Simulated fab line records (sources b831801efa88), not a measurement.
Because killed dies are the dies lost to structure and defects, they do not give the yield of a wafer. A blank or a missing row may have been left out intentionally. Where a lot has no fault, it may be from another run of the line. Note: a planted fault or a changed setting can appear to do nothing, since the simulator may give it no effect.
fab line records | flow sky130
record: lots: 7 | wafers: 19 | last-day: 50
route steps=708 shown CAP2M@604 PAD_OPEN@708
lots that met no fault: from a run of the same line without faults
start-h: the number of hours between the record's first day and the start of the first shown wafer of the lot | wait-h: hours elapsed since this lot's preceding step | " as in the row above | L1.1+2: a row that stands for several wafers | - value missing, or start not given | * or withheld: withheld | < > ~ a bound
route shown NAME@n: NAME is a module with steps in the file, n the number in the route of the first one | usual: mean and standard deviation over wafers with no fault | same: alike in all rows | chamber/n: place in a boat | sites: each site's reading | _std_site: standard deviation across them | _edge_site: the outer-site mean with the inner-site mean subtracted | radius-mm: for every site, how far away it sits from the centre of the wafer | mask NAME#n: copy n | behind: the last tool/chamber to shape the wafer | hold: why the lot was held/for how many hours/how that ended | device: the n, p or np transistor that did not switch | end of line: tests of these same wafers at the route's end | a step given without rows: its recipe and nothing more | killed: dies lost to structure and defects at the first sort, not the wafer's yield | map: shows each die of a wafer: x if killed, . if not, _ if none is there
set.NAME: the setting as run; set.NAME@STEP: as run at that earlier step | model.NAME: the simulator's own value behind a step, which no gauge read
lots at selected steps of the route; one table per step, one row per wafer
services: from which hour (start-h, from the record's first day; less than 0 if before it) a tool's chamber was out of use, for how many hours, and why
== steps ==
step: SKY_CAP2M_THK_MEAS_01
recipe: reads: SiO2_of_CAP2M_CVD_00
usual: CAP2M_CVD_00_THK: 15.45/0.23
lot.wafer | tool          | chamber | start-h | wait-h | CAP2M_CVD_00_THK[nm]
L183.1    | film-metro-04 | -       | 951.49  | -      | 15.22
L183.3    | "             | -       | "       | "      | 15.26
L183.4    | "             | -       | "       | "      | 15.38
L187.1    | film-metro-01 | -       | 971.67  | -      | 15.33
L187.3    | "             | -       | "       | "      | 15.56
L187.5    | "             | -       | "       | "      | 15.42
L188.2    | film-metro-01 | -       | 993.20  | -      | 15.48
L188.3    | "             | -       | "       | "      | 15.29
L188.4    | "             | -       | "       | "      | 15.70
L200.1    | film-metro-02 | -       | 1068.59 | -      | 15.38
L200.2    | "             | -       | "       | "      | 15.51
L200.6    | "             | -       | "       | "      | 15.70
L201.3    | film-metro-04 | -       | 1071.56 | -      | 15.22
L201.4    | "             | -       | "       | "      | 15.72
L203.1    | film-metro-02 | -       | 1073.49 | -      | 15.34
L203.3    | "             | -       | "       | "      | 14.89
L205.3    | film-metro-04 | -       | 1083.07 | -      | 14.85
L205.5    | "             | -       | "       | "      | 15.50
L205.6    | "             | -       | "       | "      | 15.50
step: SKY_CAP2M_SPUTTER_02
recipe: material: TiN | target-thk-nm: 200 | temp-c: 300 | power-w: 6500 | time-s: 166.7 | chamber-pressure-pa: 0.4
usual: throttle-valve-pct: 30.2/0.95
lot.wafer | tool           | chamber | start-h | wait-h | throttle-valve-pct
L183.1    | pvd-sputter-02 | -       | 951.55  | 0.1    | 29.9
L183.3    | "              | -       | "       | "      | 28.8
L183.4    | "              | -       | "       | "      | 29.9
L187.1    | pvd-sputter-02 | -       | 971.73  | 0.1    | 30.0
L187.3    | "              | -       | "       | "      | 30.1
L187.5    | "              | -       | "       | "      | 31.4
L188.2    | pvd-sputter-03 | -       | 993.25  | 0.0    | 30.2
L188.3    | "              | -       | "       | "      | 32.0
L188.4    | "              | -       | "       | "      | 30.3
L200.1    | pvd-sputter-04 | -       | 1068.65 | 0.1    | 30.6
L200.2    | "              | -       | "       | "      | 30.0
L200.6    | "              | -       | "       | "      | 29.8
L201.3    | pvd-sputter-02 | -       | 1071.60 | 0.0    | 29.9
L201.4    | "              | -       | "       | "      | 31.4
L203.1    | pvd-sputter-04 | -       | 1073.55 | 0.1    | 30.1
L203.3    | "              | -       | "       | "      | 30.7
L205.3    | pvd-sputter-02 | -       | 1083.11 | 0.0    | 30.3
L205.5    | "              | -       | "       | "      | 29.6
L205.6    | "              | -       | "       | "      | 28.9
step: SKY_CAP2M_RS_MEAS_03
recipe: thk-meas-gauge: four-point-probe | reads: TiN_of_CAP2M_SPUTTER_02
usual: CAP2M_TIN_RS: 6.93/0.057
lot.wafer | tool          | chamber | start-h | wait-h | CAP2M_TIN_RS[ohm/sq]
L183.1    | film-metro-02 | -       | 951.66  | 0.1    | 6.90
L183.3    | "             | -       | "       | "      | 6.98
L183.4    | "             | -       | "       | "      | 6.92
L187.1    | film-metro-02 | -       | 971.84  | 0.1    | 6.93
L187.3    | "             | -       | "       | "      | 6.88
L187.5    | "             | -       | "       | "      | 6.91
L188.2    | film-metro-02 | -       | 993.38  | 0.1    | 6.94
L188.3    | "             | -       | "       | "      | 6.94
L188.4    | "             | -       | "       | "      | 6.93
L200.1    | film-metro-04 | -       | 1068.76 | 0.1    | 6.89
L200.2    | "             | -       | "       | "      | 6.88
L200.6    | "             | -       | "       | "      | 6.86
L201.3    | film-metro-04 | -       | 1071.75 | 0.1    | 7.03
L201.4    | "             | -       | "       | "      | 6.98
L203.1    | film-metro-01 | -       | 1073.66 | 0.1    | 6.89
L203.3    | "             | -       | "       | "      | 6.97
L205.3    | film-metro-01 | -       | 1083.26 | 0.1    | 6.91
L205.5    | "             | -       | "       | "      | 6.94
L205.6    | "             | -       | "       | "      | 7.02
step: SKY_CAP2M_THK_MEAS_04
recipe: thk-meas-gauge: xrf | reads: TiN_of_CAP2M_SPUTTER_02
usual: CAP2M_TIN_THK: 198.5/1.7
lot.wafer | tool          | chamber | start-h | wait-h | CAP2M_TIN_THK[nm]
L183.1    | film-metro-02 | -       | 951.78  | 0.1    | 199.5
L183.3    | "             | -       | "       | "      | 197.7
L183.4    | "             | -       | "       | "      | 198.2
L187.1    | film-metro-02 | -       | 971.96  | 0.1    | 198.2
L187.3    | "             | -       | "       | "      | 200.5
L187.5    | "             | -       | "       | "      | 198.9
L188.2    | film-metro-02 | -       | 993.49  | 0.1    | 197.5
L188.3    | "             | -       | "       | "      | 197.8
L188.4    | "             | -       | "       | "      | 196.4
L200.1    | film-metro-04 | -       | 1068.88 | 0.1    | 201.2
L200.2    | "             | -       | "       | "      | 200.7
L200.6    | "             | -       | "       | "      | 200.7
L201.3    | film-metro-04 | -       | 1071.85 | 0.1    | 196.2
L201.4    | "             | -       | "       | "      | 198.5
L203.1    | film-metro-01 | -       | 1073.78 | 0.1    | 199.4
L203.3    | "             | -       | "       | "      | 197.8
L205.3    | film-metro-01 | -       | 1083.36 | 0.1    | 197.5
L205.5    | "             | -       | "       | "      | 197.5
L205.6    | "             | -       | "       | "      | 195.0
step: SKY_CAP2M_DEHYDRATE_05
recipe: temp-c: 200 | time-s: 60
step: SKY_CAP2M_HMDS_06
recipe: prime-time-s: 60 | prime-temp-c: 120
step: SKY_CAP2M_COAT_07
recipe: resist: NOVOLAK | spin-rpm: 3000 | resist-thk-nm: 1140
step: SKY_CAP2M_SOFTBAKE_08
recipe: temp-c: 90 | time-s: 60 | resist: NOVOLAK
step: SKY_CAP2M_EXPOSE_09
recipe: mask-id: CAP2M | na: 0.6 | source-shape: conventional | sigma-outer: 0.6 | polarization: unpolarized | target-cd-nm: 1000 | dose-mj: 159
step: SKY_CAP2M_PEB_10
recipe: temp-c: withheld | time-s: * | resist: NOVOLAK
step: SKY_CAP2M_DEVELOP_11
recipe: resist: NOVOLAK | developer: TMAH | develop-time-s: 60 | dev-temp-c: 23
step: SKY_CAP2M_OVL_MEAS_12
usual: CAP2M_OVL: -1.0/1.5
lot.wafer | tool       | chamber | start-h | wait-h | CAP2M_OVL[nm]
L183.1    | overlay-02 | -       | 975.38  | 0.1    | -2.5
L183.3    | "          | -       | "       | "      | -0.7
L183.4    | "          | -       | "       | "      | -3.0
L187.1    | overlay-02 | -       | 995.72  | 0.1    | -2.9
L187.3    | "          | -       | "       | "      | -5.0
L187.5    | "          | -       | "       | "      | -3.1
L188.2    | overlay-01 | -       | 1016.32 | 0.1    | 0.8
L188.3    | "          | -       | "       | "      | 0.1
L188.4    | "          | -       | "       | "      | 0.3
L201.3    | overlay-02 | -       | 1085.93 | 0.1    | -4.1
L201.4    | "          | -       | "       | "      | -3.0
L200.1    | overlay-02 | -       | 1089.57 | 0.1    | 0.2
L200.2    | "          | -       | "       | "      | 0.3
L200.6    | "          | -       | "       | "      | -2.2
L203.1    | overlay-01 | -       | 1094.42 | 0.1    | -2.2
L203.3    | "          | -       | "       | "      | -1.7
L205.3    | overlay-01 | -       | 1103.68 | 0.1    | -1.1
L205.5    | "          | -       | "       | "      | -1.2
L205.6    | "          | -       | "       | "      | -1.2
step: SKY_CAP2M_METAL_ETCH_13
recipe: target-depth-nm: 220 | stop-on: SiO2 | chemistry: Cl2/BCl3 | target: TiN | pressure-mtorr: 10 | icp-w: 900 | bias-w: 48.5 | Cl2_flow_sccm: 60 | bcl3-flow-sccm: 30 | time-s: 62.9
usual: drypump-motor-current-A: 5.67/0.3 | oes-product-au: 0.939/0.0061 | throttle-valve-pct: 21.903/0.01
lot.wafer | tool         | chamber | start-h | wait-h | drypump-motor-current-A | oes-product-au | rf-hours-counter-h | throttle-valve-pct | model.NOVOLAK_of_CAP2M_COAT_07.thk-nm | model.etch.depth-nm | model.CAP2M.feature-depth-nm
L183.1    | rie-metal-02 | 1       | 975.42  | 0.0    | 6.00                    | 0.941          | 12                 | 21.918             | 991.2                                 | 199.8               | 199.8
L183.3    | "            | 0       | "       | "      | 5.04                    | 0.934          | -                  | 21.901             | 985.9                                 | 197.9               | 197.9
L183.4    | "            | 1       | "       | "      | 5.99                    | 0.936          | -                  | 21.901             | 985.7                                 | 199                 | 199
L187.1    | rie-metal-04 | 0       | 995.75  | 0.0    | 5.59                    | 0.934          | 14                 | 21.910             | 988.6                                 | 199.6               | 199.6
L187.3    | "            | 1       | "       | "      | 5.60                    | 0.943          | -                  | 21.890             | 991                                   | 200.8               | 200.8
L187.5    | "            | 1       | "       | "      | 5.59                    | 0.936          | -                  | 21.910             | 990.2                                 | 200                 | 200
L188.2    | rie-metal-04 | 1       | 1016.35 | 0.0    | 5.63                    | 0.937          | 17                 | 21.906             | 996.8                                 | 199                 | 199
L188.3    | "            | 1       | "       | "      | 5.62                    | 0.938          | -                  | 21.910             | 994.4                                 | 198.8               | 198.8
L188.4    | "            | 0       | "       | "      | 5.59                    | 0.935          | -                  | 21.896             | 990.9                                 | 198.7               | 198.7
L201.3    | rie-metal-04 | 0       | 1085.98 | 0.0    | 5.59                    | 0.926          | -                  | 21.911             | 993.2                                 | 196.9               | 196.9
L201.4    | "            | 1       | "       | "      | 5.60                    | 0.913          | -                  | 21.914             | 1013                                  | 190.2               | 190.2
L200.1    | rie-metal-04 | 1       | 1089.60 | 0.0    | 5.62                    | 0.904          | 20                 | 21.923             | 1014                                  | 187                 | 187
L200.2    | "            | 0       | "       | "      | 5.63                    | 0.949          | 20                 | 21.893             | 988.9                                 | 201.4               | 201.4
L200.6    | "            | 0       | "       | "      | 5.60                    | 0.945          | -                  | 21.899             | 993.3                                 | 201.1               | 201.1
L203.1    | rie-metal-04 | 0       | 1094.46 | 0.0    | 5.60                    | 0.919          | 21                 | 21.911             | 1009                                  | 191.4               | 191.4
L203.3    | "            | 1       | "       | "      | 5.60                    | 0.942          | -                  | 21.908             | 989.8                                 | 198.5               | 198.5
L205.3    | rie-metal-02 | 0       | 1103.73 | 0.0    | 5.04                    | 0.946          | -                  | 21.908             | 982.3                                 | 199.5               | 199.5
L205.5    | "            | 0       | "       | "      | 5.04                    | 0.944          | -                  | 21.904             | 986.3                                 | 199.2               | 199.2
L205.6    | "            | 1       | "       | "      | 5.99                    | 0.926          | -                  | 21.919             | 987.5                                 | 196.5               | 196.5
step: SKY_CAP2M_STRIP_14
recipe: chemistry: O2/N2 | power-w: 1400 | pressure-mtorr: 1500 | platen-temp-c: withheld | o2-flow-sccm: 3000 | n2-flow-sccm: 300 | overash-fraction: 0.5
usual: drypump-motor-current-A: 5.54/0.24 | oes-product-au: 0.710/0.0046 | strip-time-to-endpoint-s: 12.62/0.046
same: overash-fraction: 0.5
lot.wafer | tool            | chamber | start-h | wait-h | drypump-motor-current-A | oes-product-au | rf-hours-counter-h | strip-time-to-endpoint-s
L183.1    | plasma-asher-04 | 1       | 975.50  | 0.1    | 5.37                    | 0.708          | 87                 | 12.63
L183.3    | "               | 0       | "       | "      | 5.90                    | 0.705          | -                  | 12.54
L183.4    | "               | 1       | "       | "      | 5.35                    | 0.710          | -                  | 12.56
L187.1    | plasma-asher-03 | 1       | 995.83  | 0.1    | 5.60                    | 0.710          | 55                 | 12.61
L187.3    | "               | 1       | "       | "      | 5.59                    | 0.701          | -                  | 12.62
L187.5    | "               | 0       | "       | "      | 5.53                    | 0.707          | -                  | 12.62
L188.2    | plasma-asher-03 | 0       | 1016.43 | 0.1    | 5.53                    | 0.714          | 58                 | 12.70
L188.3    | "               | 0       | "       | "      | 5.57                    | 0.710          | -                  | 12.65
L188.4    | "               | 1       | "       | "      | 5.57                    | 0.708          | -                  | 12.63
L201.3    | plasma-asher-02 | 0       | 1086.07 | 0.1    | 5.80                    | 0.716          | -                  | 12.65
L201.4    | "               | 1       | "       | "      | 4.74                    | 0.719          | -                  | 12.82
L200.1    | plasma-asher-03 | 0       | 1089.68 | 0.1    | 5.54                    | 0.710          | 67                 | 12.83
L200.2    | "               | 1       | "       | "      | 5.56                    | 0.705          | 67                 | 12.60
L200.6    | "               | 0       | "       | "      | 5.54                    | 0.714          | -                  | 12.66
L203.1    | plasma-asher-03 | 0       | 1094.53 | 0.1    | 5.57                    | 0.704          | 68                 | 12.77
L203.3    | "               | 1       | "       | "      | 5.59                    | 0.710          | -                  | 12.62
L205.3    | plasma-asher-03 | 1       | 1103.82 | 0.1    | 5.55                    | 0.709          | -                  | 12.53
L205.5    | "               | 1       | "       | "      | 5.56                    | 0.710          | -                  | 12.59
L205.6    | "               | 0       | "       | "      | 5.53                    | 0.712          | -                  | 12.59
step: SKY_CAP2M_STRIP_15
recipe: chemistry: post-etch-residue-remover | time-s: 1200 | temp-c: 72.5
step: SKY_PAD_OPEN_PROBE_99
usual: defect-limited-yield: 82.5/2 | killed_at_M0_to_M3: 44/7 | killed_at_M4_up: 3.0/1.7 | killed-at-contacts: 24/5.2 | killed-at-front-end: 15/4.8 | killed-at-other: 0.2/0.56 | killed-dies: 86/9.7 | killed-on-rim: 17/4.1 | killed-open: 47/7.1 | killed-short: 39/6.3
same: gross-dies: 492 | killed-at-back-side: 0
lot.wafer | tool      | chamber | start-h | wait-h | hold                     | defect-limited-yield[%] | killed_at_M0_to_M3 | killed_at_M4_up | killed-at-contacts | killed-at-front-end | killed-at-other | killed-dies | killed-on-rim | killed-open | killed-short
L183.1    | prober-02 | -       | 1096.83 | 0.1    | -                        | 84.8                    | 42                 | 1               | 26                 | 6                   | 0               | 75          | 11            | 42          | 33
L183.3    | prober-02 | -       | 1096.93 | 0.2    | -                        | 85.0                    | 36                 | 4               | 24                 | 10                  | 0               | 74          | 18            | 36          | 37
L183.4    | prober-02 | -       | 1096.98 | 0.2    | -                        | 81.7                    | 48                 | 5               | 22                 | 15                  | 0               | 90          | 12            | 57          | 33
L187.1    | prober-01 | -       | 1112.04 | 0.1    | -                        | 78.3                    | 41                 | 8               | 34                 | 24                  | 0               | 107         | 26            | 53          | 51
L187.3    | prober-01 | -       | 1112.14 | 0.2    | -                        | 81.1                    | 42                 | 5               | 32                 | 14                  | 0               | 93          | 20            | 50          | 43
L187.5    | prober-01 | -       | 1112.24 | 0.2    | -                        | 82.3                    | 32                 | 2               | 28                 | 25                  | 0               | 87          | 21            | 57          | 30
L188.2    | prober-01 | -       | 1130.13 | 0.1    | -                        | 86.2                    | 38                 | 3               | 18                 | 8                   | 1               | 68          | 11            | 35          | 33
L188.3    | prober-01 | -       | 1130.18 | 0.2    | -                        | 83.3                    | 42                 | 0               | 22                 | 18                  | 0               | 82          | 16            | 34          | 48
L188.4    | prober-01 | -       | 1130.23 | 0.2    | -                        | 82.3                    | 40                 | 2               | 35                 | 10                  | 0               | 87          | 26            | 42          | 45
L201.3    | prober-01 | -       | 1187.85 | 0.2    | await-dispo/1.7h/release | 82.7                    | 39                 | 3               | 26                 | 17                  | 0               | 85          | 15            | 45          | 40
L201.4    | prober-01 | -       | 1187.90 | 0.2    | await-dispo/1.7h/release | 19.5                    | 32                 | 1               | 24                 | 11                  | 328             | 396         | 94            | 40          | 28
L200.1    | prober-02 | -       | 1189.03 | 0.1    | await-dispo/3.5h/release | 0.2                     | 39                 | 3               | 35                 | 11                  | 403             | 491         | 96            | 49          | 39
L200.2    | prober-02 | -       | 1189.08 | 0.1    | await-dispo/3.5h/release | 80.5                    | 47                 | 3               | 27                 | 18                  | 1               | 96          | 21            | 54          | 42
L200.6    | prober-02 | -       | 1189.28 | 0.2    | await-dispo/3.5h/release | 85.0                    | 35                 | 3               | 14                 | 22                  | 0               | 74          | 12            | 36          | 38
L203.1    | prober-02 | -       | 1193.95 | 0.1    | await-dispo/4.9h/release | 8.5                     | 54                 | 4               | 27                 | 20                  | 345             | 450         | 70            | 62          | 43
L203.3    | prober-02 | -       | 1194.05 | 0.2    | await-dispo/4.9h/release | 83.1                    | 36                 | 2               | 30                 | 15                  | 0               | 83          | 17            | 50          | 33
L205.3    | prober-02 | -       | 1200.14 | 0.2    | -                        | 78.3                    | 47                 | 3               | 39                 | 18                  | 0               | 107         | 24            | 55          | 51
L205.5    | prober-02 | -       | 1200.24 | 0.2    | -                        | 83.5                    | 50                 | 0               | 16                 | 15                  | 0               | 81          | 17            | 43          | 38
L205.6    | prober-02 | -       | 1200.29 | 0.2    | -                        | 82.9                    | 43                 | 1               | 24                 | 16                  | 0               | 84          | 19            | 44          | 38
killed by level:class
L183.1 VIA1:geometric-particle:open=11 CONTACT:geometric-particle:open=8 METAL1:geometric-particle:short=7 LI_CONTACT:geometric-particle:open=7 VIA1:geometric-particle:short=5 LOCAL_INTERCONNECT:geometric-particle:short=5 VIA3:geometric-particle:open=5 VIA2:geometric-particle:open=4
L183.3 CONTACT:geometric-particle:open=12 METAL1:geometric-particle:short=8 CONTACT:geometric-particle:short=5 VIA2:geometric-particle:open=5 VIA3:geometric-particle:short=5 VIA1:geometric-particle:open=4 METAL3:geometric-particle:short=4 POLY_CUT:geometric-particle:open=3
L183.4 VIA1:geometric-particle:open=13 METAL2:geometric-particle:short=9 LI_CONTACT:geometric-particle:open=9 VIA3:geometric-particle:open=8 CONTACT:geometric-particle:open=7 POLY_GATE:geometric-particle:open=5 METAL4:geometric-particle:short=5 FIELD_ISO:geometric-particle:short=4
L187.1 CONTACT:geometric-particle:short=10 CONTACT:geometric-particle:open=10 LI_CONTACT:geometric-particle:open=9 METAL2:geometric-particle:short=9 VIA1:geometric-particle:open=8 FIELD_ISO:geometric-particle:open=7 POLY_GATE:geometric-particle:short=7 VIA2:geometric-particle:open=6
L187.3 VIA1:geometric-particle:open=11 LI_CONTACT:geometric-particle:open=9 CONTACT:geometric-particle:open=9 VIA3:geometric-particle:open=9 FIELD_ISO:geometric-particle:short=6 METAL3:geometric-particle:short=6 CONTACT:geometric-particle:short=5 METAL1:geometric-particle:short=5
L187.5 CONTACT:geometric-particle:open=12 LI_CONTACT:geometric-particle:open=9 VIA1:geometric-particle:open=9 VIA2:geometric-particle:open=8 FIELD_ISO:geometric-particle:open=7 FIELD_ISO:geometric-particle:short=6 VIA3:geometric-particle:open=4 POLY_GATE:geometric-particle:open=4
L188.2 CONTACT:geometric-particle:open=7 CONTACT:geometric-particle:short=7 VIA1:geometric-particle:open=7 VIA2:geometric-particle:open=7 METAL1:geometric-particle:short=6 METAL3:geometric-particle:short=5 VIA1:geometric-particle:short=4 VIA3:geometric-particle:open=4
L188.3 VIA1:geometric-particle:short=10 FIELD_ISO:geometric-particle:short=6 VIA1:geometric-particle:open=6 VIA3:geometric-particle:open=6 VIA2:geometric-particle:open=6 LI_CONTACT:geometric-particle:open=5 CONTACT:geometric-particle:open=5 VIA2:geometric-particle:short=5
L188.4 LI_CONTACT:geometric-particle:open=12 CONTACT:geometric-particle:open=9 METAL1:geometric-particle:short=6 VIA1:geometric-particle:short=6 VIA1:geometric-particle:open=6 LOCAL_INTERCONNECT:geometric-particle:short=5 METAL2:geometric-particle:short=5 LI_CONTACT:geometric-particle:short=4
L201.3 VIA1:geometric-particle:open=10 FIELD_ISO:geometric-particle:open=7 LI_CONTACT:geometric-particle:open=7 METAL2:geometric-particle:short=7 LI_CONTACT:geometric-particle:short=5 LOCAL_INTERCONNECT:geometric-particle:short=5 CONTACT:geometric-particle:open=5 METAL1:geometric-particle:short=5
L201.4 CAP2M:area-etch=328 CONTACT:geometric-particle:open=11 VIA1:geometric-particle:open=11 FIELD_ISO:geometric-particle:short=8 LI_CONTACT:geometric-particle:open=6 METAL2:geometric-particle:short=6 VIA2:geometric-particle:open=4 LOCAL_INTERCONNECT:geometric-particle:short=3
L200.1 CAP2M:area-etch=403 CONTACT:geometric-particle:open=13 VIA1:geometric-particle:open=11 LI_CONTACT:geometric-particle:open=9 VIA1:geometric-particle:short=7 CONTACT:geometric-particle:short=6 VIA2:geometric-particle:open=5 POLY_GATE:geometric-particle:short=4
L200.2 CONTACT:geometric-particle:open=14 VIA1:geometric-particle:open=9 VIA3:geometric-particle:open=9 METAL2:geometric-particle:short=9 FIELD_ISO:geometric-particle:short=6 VIA2:geometric-particle:open=6 POLY_GATE:geometric-particle:short=5 LI_CONTACT:geometric-particle:open=5
L200.6 VIA1:geometric-particle:open=9 METAL1:geometric-particle:short=6 LI_CONTACT:geometric-particle:open=5 POLY_GATE:geometric-particle:short=5 FIELD_ISO:geometric-particle:short=4 VIA3:geometric-particle:open=4 FIELD_ISO:geometric-particle:open=3 SPACER:geometric-particle:open=3
L203.1 CAP2M:area-etch=345 VIA1:geometric-particle:open=18 CONTACT:geometric-particle:open=11 LI_CONTACT:geometric-particle:open=9 FIELD_ISO:geometric-particle:open=7 METAL1:geometric-particle:short=7 VIA3:geometric-particle:short=6 FIELD_ISO:geometric-particle:short=4
L203.3 CONTACT:geometric-particle:open=10 LI_CONTACT:geometric-particle:open=10 VIA1:geometric-particle:open=8 VIA2:geometric-particle:open=8 FIELD_ISO:geometric-particle:short=5 LOCAL_INTERCONNECT:geometric-particle:short=5 METAL1:geometric-particle:short=4 VIA3:geometric-particle:open=4
L205.3 CONTACT:geometric-particle:open=11 LI_CONTACT:geometric-particle:open=9 CONTACT:geometric-particle:short=9 VIA1:geometric-particle:open=9 METAL1:geometric-particle:short=8 VIA3:geometric-particle:open=7 VIA2:geometric-particle:open=5 LOCAL_INTERCONNECT:geometric-particle:short=4
L205.5 VIA3:geometric-particle:open=10 METAL1:geometric-particle:short=7 VIA2:geometric-particle:open=7 CONTACT:geometric-particle:open=6 VIA1:geometric-particle:short=5 VIA1:geometric-particle:open=5 METAL2:geometric-particle:short=5 FIELD_ISO:geometric-particle:open=4
L205.6 VIA2:geometric-particle:open=8 VIA3:geometric-particle:open=6 LI_CONTACT:geometric-particle:open=6 LOCAL_INTERCONNECT:geometric-particle:short=6 CONTACT:geometric-particle:open=5 VIA1:geometric-particle:short=5 VIA1:geometric-particle:open=5 FIELD_ISO:geometric-particle:open=4
map L200.1 (x killed, . not)
__________xxxxxxxxxx_________
________xxxxxxxxxxxxxx_______
______xxxxxxxxxxxxxxxxxx_____
_____xxxxxxxxxxxxxxxxxxxx____
____xxxxxxxxxxxxxxxxxxxxxx___
___xxxxxxxxxxxxxxxxxxxxxxxx__
__xxxxxxxxxxxxxxxxxxxxxxxxxx_
_xxxxxxxxxxxxxxxxxxxxxxxxxxxx
_xxxxxxxxxxxxxxxxxxxxxxxxxxxx
_xxxxxxxxxxxxxxxxxxxxxxxxxxxx
_xxxxxxxxxxxxxxxxxxxxxxxxxxxx
_xxxxxxxxxx.xxxxxxxxxxxxxxxxx
_xxxxxxxxxxxxxxxxxxxxxxxxxxxx
_xxxxxxxxxxxxxxxxxxxxxxxxxxxx
_xxxxxxxxxxxxxxxxxxxxxxxxxxxx
__xxxxxxxxxxxxxxxxxxxxxxxxxx_
___xxxxxxxxxxxxxxxxxxxxxxxx__
____xxxxxxxxxxxxxxxxxxxxxx___
_____xxxxxxxxxxxxxxxxxxxx____
______xxxxxxxxxxxxxxxxxx_____
________xxxxxxxxxxxxxx_______
__________xxxxxxxxxx_________
map L201.4 (x killed, . not)
__________xxxxxxxxxx_________
________xxxxxxxxxxxxxx_______
______xxxxxxxxxx.xxxxxxx_____
_____xxxxxxxxxxx.xxxxxxxx____
____xxxxxxxxxx.xxxx.xxxxxx___
___xxxxxxxxxx.xx.xxxxxxxxxx__
__xxxxxxxxx.xxxx...xxxxxxxxx_
_xxxxxxxx..x.x...xx.xx.xxxxxx
_xxxxxxx.xx.....xxxx.xx.xxxxx
_xxxxx.x.x....xxxxxx...xxx.xx
_xxx.......xx..xx..xx..xxxxxx
_xxxxxx.......xx.xxxx..xxxxxx
_xxxxxxx.x....xx..xxx.xxxxxxx
_xxxxxxxxx..xxxx..xxxxxxxxxxx
_xxxxxxxx.x.xxx..x.xxxxxxxxxx
__xxxxx...xxx.xxxxxxxxxxx.xx_
___xx.xx.xxx.xx.xxxxxxx..xx__
____xxxxxx.xxxx..xxxxxxxxx___
_____xxxxxxxx....xxxxxxxx____
______x.xxxxxxxxxxxxxxxx_____
________xx.xxxxxxxxxxx_______
__________xxxxxxxxxx_________
== services ==
tool            | chamber | start-h | hours | kind
rie-metal-04    | -       | 959.22  | 4.3   | pm
plasma-asher-03 | -       | 959.30  | 0.5   | repair
plasma-asher-04 | -       | 962.02  | 3.4   | repair
pvd-sputter-04  | -       | 963.20  | 8.8   | repair
plasma-asher-02 | -       | 984.34  | 15.6  | pm
pvd-sputter-04  | -       | 992.93  | 1.3   | repair
plasma-asher-04 | -       | 995.30  | 28.1  | pm
rie-metal-04    | -       | 1008.66 | 1.3   | repair
plasma-asher-02 | -       | 1010.77 | 29.0  | pm
plasma-asher-02 | -       | 1039.74 | 2.8   | pm
rie-metal-04    | 1       | 1042.70 | 9.7   | repair
pvd-sputter-04  | -       | 1049.80 | 10.7  | repair
plasma-asher-02 | -       | 1055.25 | 9.0   | pm
plasma-asher-02 | 0       | 1055.25 | 9.0   | vent-cycle
plasma-asher-02 | 1       | 1055.25 | 9.0   | vent-cycle
plasma-asher-02 | 0       | 1064.25 | -     | clean
plasma-asher-02 | 1       | 1064.25 | -     | clean
plasma-asher-04 | -       | 1064.37 | 37.5  | pm
pvd-sputter-04  | -       | 1066.53 | 0.6   | repair
rie-metal-02    | 0       | 1069.45 | 2.6   | repair
== key ==
first-sign: step: SKY_CAP2M_METAL_ETCH_13 | reading: oes-product-au | direction: down | sigmas: 4.4 | usual: 0.939 | struck: 0.912
effect: step: SKY_CAP2M_STRIP_14 | reading: strip-time-to-endpoint-s | direction: up | sigmas: 4 | usual: * | struck: *
effect: step: SKY_PAD_OPEN_PROBE_99 | reading: killed-at-other | direction: up | sigmas: 99+ | usual: 0.2 | struck: 358.7
model-effect: step: SKY_CAP2M_METAL_ETCH_13 | value: NOVOLAK_of_CAP2M_COAT_07.thk-nm | without: 992.4 | struck: 1012
more-kills-born-at: SKY_CAP2M_METAL_ETCH_13@rie-metal-04: 1076
met-at SKY_CAP2M_METAL_ETCH_13
struck-wafers L200.1,L201.4,L203.1
later-rows-left-out L200.1,L201.4,L203.1
onset-between 1016.35 1085.98
fault: kind: process-parameter-drift | tool: rie-metal-04 | chamber: - | onset-h: 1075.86 | steps: SKY_CAP2M_METAL_ETCH_13 | channel: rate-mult | offset: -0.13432 | shape: step | end-h: 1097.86 | scope: struck-wafers-only
later-rows-left-out: the simulator's readings of these wafers behind a module that went badly wrong aren't trusted and aren't shown, but for the sort
